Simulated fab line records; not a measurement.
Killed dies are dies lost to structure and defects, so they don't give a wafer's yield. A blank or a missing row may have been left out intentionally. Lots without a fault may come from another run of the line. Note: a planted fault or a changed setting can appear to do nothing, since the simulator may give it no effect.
Split-lot experiment ; flow gf180mcu ; 5 lots, 23 wafers read, on a route of 602 steps

== THE SPLIT ITSELF ==
At GF_V1_SPUTTER_22 (material TiN, target thk 10 nm, time 40 s), the setting time-s was moved away from the recipe's 40 s on 9 of the 23 wafers read, by -9.3% to +7.4%. This setting was run at the recipe's value on the other wafers.

The split's own step is where the reading is taken.

== THE READING ==
TiN_of_V1_SPUTTER_22.thk-nm (the simulator's own value, which no gauge read), in nm, at GF_V1_SPUTTER_22 (material TiN, target thk 10 nm, time 40 s). The file gives no usual value for it. Average 10.204 nm, standard deviation 0.11 nm, over the 14 wafers here run with the recipe.

wafer;tool, chamber at the split;time-s as run, s;against the recipe;TiN_of_V1_SPUTTER_22.thk-nm, nm;against lot-mates on the recipe
L076.2;pvd-sputter-02, -;42.48;+6.2%;11.03;+0.720
L076.3;pvd-sputter-02, -;40;recipe;10.33;-
L076.4;pvd-sputter-02, -;42.48;+6.2%;10.94;+0.630
L076.5;pvd-sputter-02, -;40;recipe;10.32;-
L076.6;pvd-sputter-02, -;40;recipe;10.28;-
L077.1;pvd-sputter-02, -;40;recipe;10.08;-
L077.2;pvd-sputter-02, -;40;recipe;9.95;-
L077.6;pvd-sputter-02, -;40;recipe;10.14;-
L080.1;pvd-sputter-02, -;40;recipe;10.29;-
L080.2;pvd-sputter-02, -;40;recipe;10.11;-
L080.3;pvd-sputter-02, -;36.3;-9.3%;9.239;-0.954
L080.5;pvd-sputter-02, -;40;recipe;10.18;-
L080.6;pvd-sputter-02, -;36.3;-9.3%;9.325;-0.868
L082.1;pvd-sputter-02, -;36.78;-8.1%;9.211;-0.964
L082.2;pvd-sputter-02, -;40;recipe;10.18;-
L082.3;pvd-sputter-02, -;40;recipe;10.17;-
L082.5;pvd-sputter-02, -;36.78;-8.1%;9.312;-0.863
L082.6;pvd-sputter-02, -;36.78;-8.1%;9.302;-0.873
L084.1;pvd-sputter-02, -;40;recipe;10.29;-
L084.2;pvd-sputter-02, -;42.95;+7.4%;10.99;+0.717
L084.3;pvd-sputter-02, -;42.95;+7.4%;11.13;+0.857
L084.5;pvd-sputter-02, -;40;recipe;10.14;-
L084.6;pvd-sputter-02, -;40;recipe;10.39;-

FIT RESULTS
A straight line over all 23 wafers: TiN_of_V1_SPUTTER_22.thk-nm changes by +0.113 nm for each +1% of time-s; r = +0.98; the points scatter about the line by 0.11 nm.
The same after taking each lot's own level away (the mean of its wafers on the recipe; 23 wafers): +0.106 nm for each +1%; r = +0.99; scatter 0.072 nm.
According to that fit, moving time-s by its largest amount changes the reading by 0.98 nm.
Measured against the standard deviation above, the lots' own levels, which go from 10.0567 to 10.3100 nm, span 2.2 times it.
Consequently the slope shifts little with the lot-to-lot level, the two slopes agreeing.
Check: -0.987 nm against its lot-mates is what the line predicts for one of the wafers moved furthest among these (-9.3%) when that wafer is left out of the fit. It came out at -0.954 nm against them.

== THE OTHER SPLITS THESE WAFERS WENT THROUGH ==
Note: prior to the reading, these wafers also went through further splits. Each is held against what the fit with the lots' levels taken away leaves over:
other split on the same wafers;wafers away from the commonest value;r with TiN_of_V1_SPUTTER_22.thk-nm (lot level and that fit taken away)
GF_M1_SPUTTER_04 chamber-pressure-pa;18;+0.21
GF_M1_STRIP_17 power-w;8;-0.01

== FILE'S OWN FIT ==
TiN_of_V1_SPUTTER_22.thk-nm changes by +0.106 nm for each +1% of time-s, r = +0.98.
